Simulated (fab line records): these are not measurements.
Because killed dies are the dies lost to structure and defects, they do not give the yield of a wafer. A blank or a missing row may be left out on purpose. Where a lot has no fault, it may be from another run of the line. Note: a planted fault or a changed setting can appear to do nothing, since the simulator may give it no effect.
fab line records :: flow gf180mcu
[record]
  lots = 13
  wafers = 39
  last-day = 34
route steps=602 shown NWELL@49 POLY_GATE@175 HV_LDD@198 NSD@247
lots that met no fault: from a run of the same line without faults
start-h: the number of hours between the record's first day and the start of the first shown wafer of the lot :: wait-h: hours elapsed since this lot's preceding step :: " same as the row above :: L1.1+2: a row that stands for several wafers :: - value missing, or start not given :: * or withheld: withheld :: < > ~ a bound
route shown NAME@n: a module of which the file shows steps, and the number in the route of the first :: usual: mean/standard deviation taken from wafers without a fault :: same: alike in all rows :: chamber/n: place in a boat :: sites: each site's reading :: _std_site: standard deviation of those values :: _edge_site: outer sites' mean less inner sites' :: radius-mm: how far each site lies from the wafer's centre :: mask NAME#n: copy n :: behind: tool/chamber where the wafer was last shaped :: hold: the reason the lot was held/the length of the hold in hours/how it ended :: device: the transistor (n, p or np) that didn't switch :: end of line: tests of these same wafers at the route's end :: a step without rows: its recipe alone :: killed: dies that structure and defects cost at the first sort, which is not the same as the wafer's yield :: map: per-die view of a wafer (x killed, . not killed, _ where there is no die)
set.NAME: the setting that was run; set.NAME@STEP: the one run at that earlier step :: model.NAME: the simulator's own value behind a step, which no gauge read
one table for each step of the route and one row for each wafer, over a sample of lots
services: from which hour (start-h, from the record's first day; less than 0 if before it) a tool's chamber was out of use, for how many hours, and why
[[steps]]
[step GF_NWELL_OVL_MEAS_07]
[usual]
  NWELL_OVL = 0.2/1.6
lot.wafer: L304.2
tool: overlay-02
chamber: -
start-h: 54.42
wait-h: -
NWELL_OVL[nm]: -1.6

lot.wafer: L304.3
tool: overlay-02
chamber: -
start-h: 54.42
wait-h: -
NWELL_OVL[nm]: -0.3

lot.wafer: L304.5
tool: overlay-02
chamber: -
start-h: 54.42
wait-h: -
NWELL_OVL[nm]: -0.8

lot.wafer: L305.3
tool: overlay-02
chamber: -
start-h: 60.07
wait-h: -
NWELL_OVL[nm]: -0.9

lot.wafer: L305.4
tool: overlay-02
chamber: -
start-h: 60.07
wait-h: -
NWELL_OVL[nm]: -1.2

lot.wafer: L305.5
tool: overlay-02
chamber: -
start-h: 60.07
wait-h: -
NWELL_OVL[nm]: -1.6

lot.wafer: L306.3
tool: overlay-02
chamber: -
start-h: 64.17
wait-h: -
NWELL_OVL[nm]: 0.1

lot.wafer: L306.4
tool: overlay-02
chamber: -
start-h: 64.17
wait-h: -
NWELL_OVL[nm]: -0.7

lot.wafer: L306.6
tool: overlay-02
chamber: -
start-h: 64.17
wait-h: -
NWELL_OVL[nm]: 0.4

lot.wafer: L307.2
tool: overlay-02
chamber: -
start-h: 72.61
wait-h: -
NWELL_OVL[nm]: 0.8

lot.wafer: L307.4
tool: overlay-02
chamber: -
start-h: 72.61
wait-h: -
NWELL_OVL[nm]: 0.6

lot.wafer: L307.5
tool: overlay-02
chamber: -
start-h: 72.61
wait-h: -
NWELL_OVL[nm]: 2.2

lot.wafer: L308.1
tool: overlay-01
chamber: -
start-h: 87.61
wait-h: -
NWELL_OVL[nm]: 0.3

lot.wafer: L308.2
tool: overlay-01
chamber: -
start-h: 87.61
wait-h: -
NWELL_OVL[nm]: 1.0

lot.wafer: L308.4
tool: overlay-01
chamber: -
start-h: 87.61
wait-h: -
NWELL_OVL[nm]: 1.6

lot.wafer: L311.1
tool: overlay-01
chamber: -
start-h: 95.51
wait-h: -
NWELL_OVL[nm]: 0.8

lot.wafer: L311.2
tool: overlay-01
chamber: -
start-h: 95.51
wait-h: -
NWELL_OVL[nm]: 0.8

lot.wafer: L311.4
tool: overlay-01
chamber: -
start-h: 95.51
wait-h: -
NWELL_OVL[nm]: 0.6

lot.wafer: L312.1
tool: overlay-02
chamber: -
start-h: 102.56
wait-h: -
NWELL_OVL[nm]: 2.7

lot.wafer: L312.2
tool: overlay-02
chamber: -
start-h: 102.56
wait-h: -
NWELL_OVL[nm]: 3.9

lot.wafer: L312.4
tool: overlay-02
chamber: -
start-h: 102.56
wait-h: -
NWELL_OVL[nm]: 2.6

lot.wafer: L313.2
tool: overlay-01
chamber: -
start-h: 108.10
wait-h: -
NWELL_OVL[nm]: -0.8

lot.wafer: L313.3
tool: overlay-01
chamber: -
start-h: 108.10
wait-h: -
NWELL_OVL[nm]: 0.4

lot.wafer: L313.4
tool: overlay-01
chamber: -
start-h: 108.10
wait-h: -
NWELL_OVL[nm]: -0.2

lot.wafer: L321.2
tool: overlay-01
chamber: -
start-h: 147.51
wait-h: -
NWELL_OVL[nm]: 2.4

lot.wafer: L321.4
tool: overlay-01
chamber: -
start-h: 147.51
wait-h: -
NWELL_OVL[nm]: 1.3

lot.wafer: L321.6
tool: overlay-01
chamber: -
start-h: 147.51
wait-h: -
NWELL_OVL[nm]: 0.6

lot.wafer: L323.1
tool: overlay-02
chamber: -
start-h: 158.49
wait-h: -
NWELL_OVL[nm]: -0.8

lot.wafer: L323.4
tool: overlay-02
chamber: -
start-h: 158.49
wait-h: -
NWELL_OVL[nm]: 0.0

lot.wafer: L323.5
tool: overlay-02
chamber: -
start-h: 158.49
wait-h: -
NWELL_OVL[nm]: -2.1

lot.wafer: L324.1
tool: overlay-01
chamber: -
start-h: 164.85
wait-h: -
NWELL_OVL[nm]: 2.1

lot.wafer: L324.4
tool: overlay-01
chamber: -
start-h: 164.85
wait-h: -
NWELL_OVL[nm]: 2.4

lot.wafer: L324.6
tool: overlay-01
chamber: -
start-h: 164.85
wait-h: -
NWELL_OVL[nm]: 0.8

lot.wafer: L326.2
tool: overlay-02
chamber: -
start-h: 174.26
wait-h: -
NWELL_OVL[nm]: 1.0

lot.wafer: L326.3
tool: overlay-02
chamber: -
start-h: 174.26
wait-h: -
NWELL_OVL[nm]: 1.7

lot.wafer: L326.4
tool: overlay-02
chamber: -
start-h: 174.26
wait-h: -
NWELL_OVL[nm]: -0.2

lot.wafer: L327.1
tool: overlay-01
chamber: -
start-h: 178.76
wait-h: -
NWELL_OVL[nm]: 0.6

lot.wafer: L327.4
tool: overlay-01
chamber: -
start-h: 178.76
wait-h: -
NWELL_OVL[nm]: 0.3

lot.wafer: L327.6
tool: overlay-01
chamber: -
start-h: 178.76
wait-h: -
NWELL_OVL[nm]: 0.6
[step GF_POLY_GATE_CD_MEAS_18]
[usual]
  cd-nm = 279.8/1.8
lot.wafer: L304.2
tool: cd-sem-01
chamber: -
start-h: 193.46
wait-h: 0.1
cd-nm: 282.5

lot.wafer: L304.3
tool: cd-sem-01
chamber: -
start-h: 193.46
wait-h: 0.1
cd-nm: 282.0

lot.wafer: L304.5
tool: cd-sem-01
chamber: -
start-h: 193.46
wait-h: 0.1
cd-nm: 279.7

lot.wafer: L305.3
tool: cd-sem-01
chamber: -
start-h: 203.71
wait-h: 0.1
cd-nm: 279.9

lot.wafer: L305.4
tool: cd-sem-01
chamber: -
start-h: 203.71
wait-h: 0.1
cd-nm: 281.3

lot.wafer: L305.5
tool: cd-sem-01
chamber: -
start-h: 203.71
wait-h: 0.1
cd-nm: 279.7

lot.wafer: L306.3
tool: cd-sem-02
chamber: -
start-h: 205.69
wait-h: 0.1
cd-nm: 277.9

lot.wafer: L306.4
tool: cd-sem-02
chamber: -
start-h: 205.69
wait-h: 0.1
cd-nm: 277.3

lot.wafer: L306.6
tool: cd-sem-02
chamber: -
start-h: 205.69
wait-h: 0.1
cd-nm: 277.3

lot.wafer: L307.2
tool: cd-sem-02
chamber: -
start-h: 219.64
wait-h: 0.1
cd-nm: 280.7

lot.wafer: L307.4
tool: cd-sem-02
chamber: -
start-h: 219.64
wait-h: 0.1
cd-nm: 279.9

lot.wafer: L307.5
tool: cd-sem-02
chamber: -
start-h: 219.64
wait-h: 0.1
cd-nm: 282.8

lot.wafer: L308.1
tool: cd-sem-01
chamber: -
start-h: 239.95
wait-h: 0.1
cd-nm: 281.6

lot.wafer: L308.2
tool: cd-sem-01
chamber: -
start-h: 239.95
wait-h: 0.1
cd-nm: 281.0

lot.wafer: L308.4
tool: cd-sem-01
chamber: -
start-h: 239.95
wait-h: 0.1
cd-nm: 281.4

lot.wafer: L311.1
tool: cd-sem-01
chamber: -
start-h: 249.67
wait-h: 0.1
cd-nm: 277.0

lot.wafer: L311.2
tool: cd-sem-01
chamber: -
start-h: 249.67
wait-h: 0.1
cd-nm: 279.5

lot.wafer: L311.4
tool: cd-sem-01
chamber: -
start-h: 249.67
wait-h: 0.1
cd-nm: 280.5

lot.wafer: L312.1
tool: cd-sem-01
chamber: -
start-h: 268.82
wait-h: 0.1
cd-nm: 279.5

lot.wafer: L312.2
tool: cd-sem-01
chamber: -
start-h: 268.82
wait-h: 0.1
cd-nm: 279.2

lot.wafer: L312.4
tool: cd-sem-01
chamber: -
start-h: 268.82
wait-h: 0.1
cd-nm: 279.6

lot.wafer: L313.2
tool: cd-sem-02
chamber: -
start-h: 275.62
wait-h: 0.1
cd-nm: 277.2

lot.wafer: L313.3
tool: cd-sem-02
chamber: -
start-h: 275.62
wait-h: 0.1
cd-nm: 279.4

lot.wafer: L313.4
tool: cd-sem-02
chamber: -
start-h: 275.62
wait-h: 0.1
cd-nm: 276.7

lot.wafer: L321.2
tool: cd-sem-01
chamber: -
start-h: 320.80
wait-h: 0.1
cd-nm: 280.4

lot.wafer: L321.4
tool: cd-sem-01
chamber: -
start-h: 320.80
wait-h: 0.1
cd-nm: 279.4

lot.wafer: L321.6
tool: cd-sem-01
chamber: -
start-h: 320.80
wait-h: 0.1
cd-nm: 279.8

lot.wafer: L323.1
tool: cd-sem-01
chamber: -
start-h: 333.75
wait-h: 0.1
cd-nm: 279.1

lot.wafer: L323.4
tool: cd-sem-01
chamber: -
start-h: 333.75
wait-h: 0.1
cd-nm: 277.3

lot.wafer: L323.5
tool: cd-sem-01
chamber: -
start-h: 333.75
wait-h: 0.1
cd-nm: 281.8

lot.wafer: L324.1
tool: cd-sem-01
chamber: -
start-h: 340.26
wait-h: 0.1
cd-nm: 279.2

lot.wafer: L324.4
tool: cd-sem-01
chamber: -
start-h: 340.26
wait-h: 0.1
cd-nm: 280.7

lot.wafer: L324.6
tool: cd-sem-01
chamber: -
start-h: 340.26
wait-h: 0.1
cd-nm: 280.6

lot.wafer: L326.2
tool: cd-sem-01
chamber: -
start-h: 349.34
wait-h: 0.1
cd-nm: 278.2

lot.wafer: L326.3
tool: cd-sem-01
chamber: -
start-h: 349.34
wait-h: 0.1
cd-nm: 281.0

lot.wafer: L326.4
tool: cd-sem-01
chamber: -
start-h: 349.34
wait-h: 0.1
cd-nm: 278.7

lot.wafer: L327.1
tool: cd-sem-02
chamber: -
start-h: 355.57
wait-h: 0.1
cd-nm: 277.5

lot.wafer: L327.4
tool: cd-sem-02
chamber: -
start-h: 355.57
wait-h: 0.1
cd-nm: 277.8

lot.wafer: L327.6
tool: cd-sem-02
chamber: -
start-h: 355.57
wait-h: 0.1
cd-nm: 278.0
[step GF_HV_LDD_STRIP_22]
[recipe]
  chemistry = O2/N2
  power-w = 1400
  pressure-mtorr = 1500
  platen-temp-c = 250
  o2-flow-sccm = 3000
  n2-flow-sccm = 300
  overash-fraction = 0.5
[usual]
  drypump-motor-current-A = 5.51/0.24
  heater-power-w = 349/40
  n2-flow-sccm = 300.3/0.86
  oes-product-au = 0.716/0.0049
  strip-time-to-endpoint-s = 12.62/0.031
lot.wafer: L304.2
tool: plasma-asher-02
chamber: 1
start-h: 228.46
wait-h: 0.1
drypump-motor-current-A: 5.59
heater-power-w: 341
n2-flow-sccm: 301.3
oes-product-au: 0.717
rf-hours-counter-h: 10
strip-time-to-endpoint-s: 12.63

lot.wafer: L304.3
tool: plasma-asher-02
chamber: 1
start-h: 228.46
wait-h: 0.1
drypump-motor-current-A: 5.59
heater-power-w: 332
n2-flow-sccm: 300.0
oes-product-au: 0.713
rf-hours-counter-h: -
strip-time-to-endpoint-s: 12.69

lot.wafer: L304.5
tool: plasma-asher-02
chamber: 0
start-h: 228.46
wait-h: 0.1
drypump-motor-current-A: 5.94
heater-power-w: 322
n2-flow-sccm: 299.0
oes-product-au: 0.715
rf-hours-counter-h: -
strip-time-to-endpoint-s: 12.67

lot.wafer: L305.3
tool: plasma-asher-02
chamber: 1
start-h: 240.03
wait-h: 0.1
drypump-motor-current-A: 5.57
heater-power-w: 341
n2-flow-sccm: 300.9
oes-product-au: 0.719
rf-hours-counter-h: -
strip-time-to-endpoint-s: 12.63

lot.wafer: L305.4
tool: plasma-asher-02
chamber: 0
start-h: 240.03
wait-h: 0.1
drypump-motor-current-A: 6.01
heater-power-w: 328
n2-flow-sccm: 300.9
oes-product-au: 0.718
rf-hours-counter-h: -
strip-time-to-endpoint-s: 12.63

lot.wafer: L305.5
tool: plasma-asher-02
chamber: 1
start-h: 240.03
wait-h: 0.1
drypump-motor-current-A: 5.56
heater-power-w: 337
n2-flow-sccm: 299.0
oes-product-au: 0.712
rf-hours-counter-h: -
strip-time-to-endpoint-s: 12.59

lot.wafer: L306.3
tool: plasma-asher-01
chamber: 1
start-h: 242.45
wait-h: 0.1
drypump-motor-current-A: 5.33
heater-power-w: 301
n2-flow-sccm: 300.4
oes-product-au: 0.714
rf-hours-counter-h: -
strip-time-to-endpoint-s: 12.61

lot.wafer: L306.4
tool: plasma-asher-01
chamber: 0
start-h: 242.45
wait-h: 0.1
drypump-motor-current-A: 5.29
heater-power-w: 355
n2-flow-sccm: 299.2
oes-product-au: 0.713
rf-hours-counter-h: -
strip-time-to-endpoint-s: 12.59

lot.wafer: L306.6
tool: plasma-asher-01
chamber: 1
start-h: 242.45
wait-h: 0.1
drypump-motor-current-A: 5.30
heater-power-w: 306
n2-flow-sccm: 301.6
oes-product-au: 0.717
rf-hours-counter-h: -
strip-time-to-endpoint-s: 12.64

lot.wafer: L307.2
tool: plasma-asher-02
chamber: 0
start-h: 255.67
wait-h: 0.1
drypump-motor-current-A: 6.00
heater-power-w: 321
n2-flow-sccm: 302.1
oes-product-au: 0.716
rf-hours-counter-h: 13
strip-time-to-endpoint-s: 12.62

lot.wafer: L307.4
tool: plasma-asher-02
chamber: 1
start-h: 255.67
wait-h: 0.1
drypump-motor-current-A: 5.54
heater-power-w: 336
n2-flow-sccm: 299.9
oes-product-au: 0.722
rf-hours-counter-h: -
strip-time-to-endpoint-s: 12.62

lot.wafer: L307.5
tool: plasma-asher-02
chamber: 0
start-h: 255.67
wait-h: 0.1
drypump-motor-current-A: 5.97
heater-power-w: 327
n2-flow-sccm: 300.0
oes-product-au: 0.715
rf-hours-counter-h: -
strip-time-to-endpoint-s: 12.62

lot.wafer: L308.1
tool: plasma-asher-04
chamber: 1
start-h: 275.11
wait-h: 0.1
drypump-motor-current-A: 5.50
heater-power-w: 436
n2-flow-sccm: 301.2
oes-product-au: 0.727
rf-hours-counter-h: 54
strip-time-to-endpoint-s: 12.64

lot.wafer: L308.2
tool: plasma-asher-04
chamber: 0
start-h: 275.11
wait-h: 0.1
drypump-motor-current-A: 5.51
heater-power-w: 349
n2-flow-sccm: 300.6
oes-product-au: 0.725
rf-hours-counter-h: 54
strip-time-to-endpoint-s: 12.64

lot.wafer: L308.4
tool: plasma-asher-04
chamber: 0
start-h: 275.11
wait-h: 0.1
drypump-motor-current-A: 5.51
heater-power-w: 361
n2-flow-sccm: 299.2
oes-product-au: 0.711
rf-hours-counter-h: -
strip-time-to-endpoint-s: 12.64

lot.wafer: L311.1
tool: plasma-asher-04
chamber: 1
start-h: 286.27
wait-h: 0.1
drypump-motor-current-A: 5.49
heater-power-w: 436
n2-flow-sccm: 301.8
oes-product-au: 0.718
rf-hours-counter-h: 56
strip-time-to-endpoint-s: 12.64

lot.wafer: L311.2
tool: plasma-asher-04
chamber: 0
start-h: 286.27
wait-h: 0.1
drypump-motor-current-A: 5.49
heater-power-w: 358
n2-flow-sccm: 300.0
oes-product-au: 0.716
rf-hours-counter-h: 56
strip-time-to-endpoint-s: 12.65

lot.wafer: L311.4
tool: plasma-asher-04
chamber: 1
start-h: 286.27
wait-h: 0.1
drypump-motor-current-A: 5.52
heater-power-w: 436
n2-flow-sccm: 302.3
oes-product-au: 0.728
rf-hours-counter-h: -
strip-time-to-endpoint-s: 12.60

lot.wafer: L312.1
tool: plasma-asher-04
chamber: 1
start-h: 305.21
wait-h: 0.1
drypump-motor-current-A: 5.49
heater-power-w: 436
n2-flow-sccm: 300.2
oes-product-au: 0.724
rf-hours-counter-h: 59
strip-time-to-endpoint-s: 12.60

lot.wafer: L312.2
tool: plasma-asher-04
chamber: 0
start-h: 305.21
wait-h: 0.1
drypump-motor-current-A: 5.48
heater-power-w: 355
n2-flow-sccm: 301.3
oes-product-au: 0.718
rf-hours-counter-h: 59
strip-time-to-endpoint-s: 12.60

lot.wafer: L312.4
tool: plasma-asher-04
chamber: 0
start-h: 305.21
wait-h: 0.1
drypump-motor-current-A: 5.50
heater-power-w: 360
n2-flow-sccm: 300.8
oes-product-au: 0.717
rf-hours-counter-h: -
strip-time-to-endpoint-s: 12.62

lot.wafer: L313.2
tool: plasma-asher-02
chamber: 1
start-h: 314.96
wait-h: 0.1
drypump-motor-current-A: 5.57
heater-power-w: 340
n2-flow-sccm: 300.9
oes-product-au: 0.722
rf-hours-counter-h: 17
strip-time-to-endpoint-s: 12.65

lot.wafer: L313.3
tool: plasma-asher-02
chamber: 0
start-h: 314.96
wait-h: 0.1
drypump-motor-current-A: 5.98
heater-power-w: 321
n2-flow-sccm: 300.9
oes-product-au: 0.712
rf-hours-counter-h: -
strip-time-to-endpoint-s: 12.66

lot.wafer: L313.4
tool: plasma-asher-02
chamber: 1
start-h: 314.96
wait-h: 0.1
drypump-motor-current-A: 5.58
heater-power-w: 336
n2-flow-sccm: 298.7
oes-product-au: 0.720
rf-hours-counter-h: -
strip-time-to-endpoint-s: 12.63

lot.wafer: L321.2
tool: plasma-asher-02
chamber: 1
start-h: 364.46
wait-h: 0.1
drypump-motor-current-A: 5.59
heater-power-w: 334
n2-flow-sccm: 300.3
oes-product-au: 0.877
rf-hours-counter-h: 22
strip-time-to-endpoint-s: -

lot.wafer: L321.4
tool: plasma-asher-02
chamber: 0
start-h: 364.46
wait-h: 0.1
drypump-motor-current-A: 6.01
heater-power-w: 318
n2-flow-sccm: 300.0
oes-product-au: 0.875
rf-hours-counter-h: -
strip-time-to-endpoint-s: -

lot.wafer: L321.6
tool: plasma-asher-02
chamber: 0
start-h: 364.46
wait-h: 0.1
drypump-motor-current-A: 5.99
heater-power-w: 321
n2-flow-sccm: 301.4
oes-product-au: 0.872
rf-hours-counter-h: -
strip-time-to-endpoint-s: -

lot.wafer: L323.1
tool: plasma-asher-04
chamber: 0
start-h: 377.76
wait-h: 0.1
drypump-motor-current-A: 5.48
heater-power-w: 349
n2-flow-sccm: 300.7
oes-product-au: 0.713
rf-hours-counter-h: 67
strip-time-to-endpoint-s: 12.57

lot.wafer: L323.4
tool: plasma-asher-04
chamber: 0
start-h: 377.76
wait-h: 0.1
drypump-motor-current-A: 5.49
heater-power-w: 353
n2-flow-sccm: 301.3
oes-product-au: 0.722
rf-hours-counter-h: -
strip-time-to-endpoint-s: 12.63

lot.wafer: L323.5
tool: plasma-asher-04
chamber: 0
start-h: 377.76
wait-h: 0.1
drypump-motor-current-A: 5.49
heater-power-w: 355
n2-flow-sccm: 300.8
oes-product-au: 0.716
rf-hours-counter-h: -
strip-time-to-endpoint-s: 12.62

lot.wafer: L324.1
tool: plasma-asher-01
chamber: 1
start-h: 384.31
wait-h: 0.1
drypump-motor-current-A: 5.28
heater-power-w: 312
n2-flow-sccm: 299.7
oes-product-au: 0.712
rf-hours-counter-h: 75
strip-time-to-endpoint-s: 12.62

lot.wafer: L324.4
tool: plasma-asher-01
chamber: 1
start-h: 384.31
wait-h: 0.1
drypump-motor-current-A: 5.30
heater-power-w: 303
n2-flow-sccm: 300.1
oes-product-au: 0.714
rf-hours-counter-h: -
strip-time-to-endpoint-s: 12.67

lot.wafer: L324.6
tool: plasma-asher-01
chamber: 0
start-h: 384.31
wait-h: 0.1
drypump-motor-current-A: 5.27
heater-power-w: 358
n2-flow-sccm: 301.0
oes-product-au: 0.716
rf-hours-counter-h: -
strip-time-to-endpoint-s: 12.59

lot.wafer: L326.2
tool: plasma-asher-01
chamber: 0
start-h: 393.73
wait-h: 0.1
drypump-motor-current-A: 5.27
heater-power-w: 352
n2-flow-sccm: 300.8
oes-product-au: 0.710
rf-hours-counter-h: 76
strip-time-to-endpoint-s: 12.58

lot.wafer: L326.3
tool: plasma-asher-01
chamber: 1
start-h: 393.73
wait-h: 0.1
drypump-motor-current-A: 5.34
heater-power-w: 300
n2-flow-sccm: 299.1
oes-product-au: 0.712
rf-hours-counter-h: -
strip-time-to-endpoint-s: 12.58

lot.wafer: L326.4
tool: plasma-asher-01
chamber: 0
start-h: 393.73
wait-h: 0.1
drypump-motor-current-A: 5.26
heater-power-w: 350
n2-flow-sccm: 300.2
oes-product-au: 0.716
rf-hours-counter-h: -
strip-time-to-endpoint-s: 12.54

lot.wafer: L327.1
tool: plasma-asher-01
chamber: 1
start-h: 401.46
wait-h: 0.1
drypump-motor-current-A: 5.30
heater-power-w: 314
n2-flow-sccm: 298.2
oes-product-au: 0.719
rf-hours-counter-h: 77
strip-time-to-endpoint-s: 12.58

lot.wafer: L327.4
tool: plasma-asher-01
chamber: 0
start-h: 401.46
wait-h: 0.1
drypump-motor-current-A: 5.26
heater-power-w: 348
n2-flow-sccm: 300.8
oes-product-au: 0.713
rf-hours-counter-h: -
strip-time-to-endpoint-s: 12.62

lot.wafer: L327.6
tool: plasma-asher-01
chamber: 1
start-h: 401.46
wait-h: 0.1
drypump-motor-current-A: 5.34
heater-power-w: 307
n2-flow-sccm: 300.2
oes-product-au: 0.712
rf-hours-counter-h: -
strip-time-to-endpoint-s: 12.59
[step GF_NSD_TW_MEAS_12]
[usual]
  NSD_TW = 4238/21
lot.wafer: L304.2
tool: film-metro-04
chamber: -
start-h: 286.06
wait-h: 0.1
NSD_TW: 4232

lot.wafer: L304.3
tool: film-metro-04
chamber: -
start-h: 286.06
wait-h: 0.1
NSD_TW: 4238

lot.wafer: L304.5
tool: film-metro-04
chamber: -
start-h: 286.06
wait-h: 0.1
NSD_TW: 4239

lot.wafer: L305.3
tool: film-metro-04
chamber: -
start-h: 298.13
wait-h: 0.1
NSD_TW: 4234

lot.wafer: L305.4
tool: film-metro-04
chamber: -
start-h: 298.13
wait-h: 0.1
NSD_TW: 4240

lot.wafer: L305.5
tool: film-metro-04
chamber: -
start-h: 298.13
wait-h: 0.1
NSD_TW: 4257

lot.wafer: L306.3
tool: film-metro-04
chamber: -
start-h: 301.18
wait-h: 0.1
NSD_TW: 4217

lot.wafer: L306.4
tool: film-metro-04
chamber: -
start-h: 301.18
wait-h: 0.1
NSD_TW: 4243

lot.wafer: L306.6
tool: film-metro-04
chamber: -
start-h: 301.18
wait-h: 0.1
NSD_TW: 4248

lot.wafer: L307.2
tool: film-metro-02
chamber: -
start-h: 317.85
wait-h: 0.1
NSD_TW: 4232

lot.wafer: L307.4
tool: film-metro-02
chamber: -
start-h: 317.85
wait-h: 0.1
NSD_TW: 4222

lot.wafer: L307.5
tool: film-metro-02
chamber: -
start-h: 317.85
wait-h: 0.1
NSD_TW: 4233

lot.wafer: L308.1
tool: film-metro-03
chamber: -
start-h: 338.51
wait-h: 0.1
NSD_TW: 4245

lot.wafer: L308.2
tool: film-metro-03
chamber: -
start-h: 338.51
wait-h: 0.1
NSD_TW: 4229

lot.wafer: L308.4
tool: film-metro-03
chamber: -
start-h: 338.51
wait-h: 0.1
NSD_TW: 4220

lot.wafer: L311.1
tool: film-metro-03
chamber: -
start-h: 352.59
wait-h: 0.1
NSD_TW: 4233

lot.wafer: L311.2
tool: film-metro-03
chamber: -
start-h: 352.59
wait-h: 0.1
NSD_TW: 4235

lot.wafer: L311.4
tool: film-metro-03
chamber: -
start-h: 352.59
wait-h: 0.1
NSD_TW: 4230

lot.wafer: L312.1
tool: film-metro-03
chamber: -
start-h: 373.54
wait-h: 0.1
NSD_TW: 4241

lot.wafer: L312.2
tool: film-metro-03
chamber: -
start-h: 373.54
wait-h: 0.1
NSD_TW: 4239

lot.wafer: L312.4
tool: film-metro-03
chamber: -
start-h: 373.54
wait-h: 0.1
NSD_TW: 4234

lot.wafer: L313.2
tool: film-metro-03
chamber: -
start-h: 383.82
wait-h: 0.1
NSD_TW: 4227

lot.wafer: L313.3
tool: film-metro-03
chamber: -
start-h: 383.82
wait-h: 0.1
NSD_TW: 4222

lot.wafer: L313.4
tool: film-metro-03
chamber: -
start-h: 383.82
wait-h: 0.1
NSD_TW: 4234

lot.wafer: L321.2
tool: film-metro-03
chamber: -
start-h: 438.32
wait-h: 0.1
NSD_TW: 4248

lot.wafer: L321.4
tool: film-metro-03
chamber: -
start-h: 438.32
wait-h: 0.1
NSD_TW: 4222

lot.wafer: L321.6
tool: film-metro-03
chamber: -
start-h: 438.32
wait-h: 0.1
NSD_TW: 4248

lot.wafer: L323.1
tool: film-metro-02
chamber: -
start-h: 452.79
wait-h: 0.1
NSD_TW: 4228

lot.wafer: L323.4
tool: film-metro-02
chamber: -
start-h: 452.79
wait-h: 0.1
NSD_TW: 4225

lot.wafer: L323.5
tool: film-metro-02
chamber: -
start-h: 452.79
wait-h: 0.1
NSD_TW: 4215

lot.wafer: L324.1
tool: film-metro-04
chamber: -
start-h: 459.71
wait-h: 0.1
NSD_TW: 4232

lot.wafer: L324.4
tool: film-metro-04
chamber: -
start-h: 459.71
wait-h: 0.1
NSD_TW: 4235

lot.wafer: L324.6
tool: film-metro-04
chamber: -
start-h: 459.71
wait-h: 0.1
NSD_TW: 4253

lot.wafer: L326.2
tool: film-metro-03
chamber: -
start-h: 469.82
wait-h: 0.1
NSD_TW: 4257

lot.wafer: L326.3
tool: film-metro-03
chamber: -
start-h: 469.82
wait-h: 0.1
NSD_TW: 4269

lot.wafer: L326.4
tool: film-metro-03
chamber: -
start-h: 469.82
wait-h: 0.1
NSD_TW: 4240

lot.wafer: L327.1
tool: film-metro-04
chamber: -
start-h: 479.06
wait-h: 0.1
NSD_TW: 4269

lot.wafer: L327.4
tool: film-metro-04
chamber: -
start-h: 479.06
wait-h: 0.1
NSD_TW: 4262

lot.wafer: L327.6
tool: film-metro-04
chamber: -
start-h: 479.06
wait-h: 0.1
NSD_TW: 4263
[[services]]
tool: plasma-asher-02
chamber: -
start-h: 265.83
hours: 27.3
kind: repair

tool: plasma-asher-01
chamber: -
start-h: 284.35
hours: 1.3
kind: repair

tool: plasma-asher-01
chamber: -
start-h: 288.90
hours: 28.1
kind: pm

tool: plasma-asher-01
chamber: -
start-h: 328.18
hours: 11.5
kind: repair
[[key]]
[first-sign]
  step = GF_HV_LDD_STRIP_22
  reading = oes-product-au
  direction = up
  sigmas = 32
  usual = 0.716
  struck = 0.875
effect none on later readings
met-at GF_HV_LDD_STRIP_22
struck-lots L321
tester-left-out L321
not-acting-at GF_NWELL_OVL_MEAS_07,GF_POLY_GATE_CD_MEAS_18,GF_NSD_TW_MEAS_12
onset-between 314.96 364.46
[fault]
  kind = strip-aborted
  tool = plasma-asher-02
  chamber = -
  onset-h = 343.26
  steps = GF_HV_LDD_STRIP_22
  offset = 0.24473
  end-h = 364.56
// tester-left-out: of these lots the tester's yield and bins aren't shown, on N5 and GAA mostly nor the transistor test; their killed dies are dies lost to structure and defects alone, not to doping, threshold or leakage, so they don't give the yield
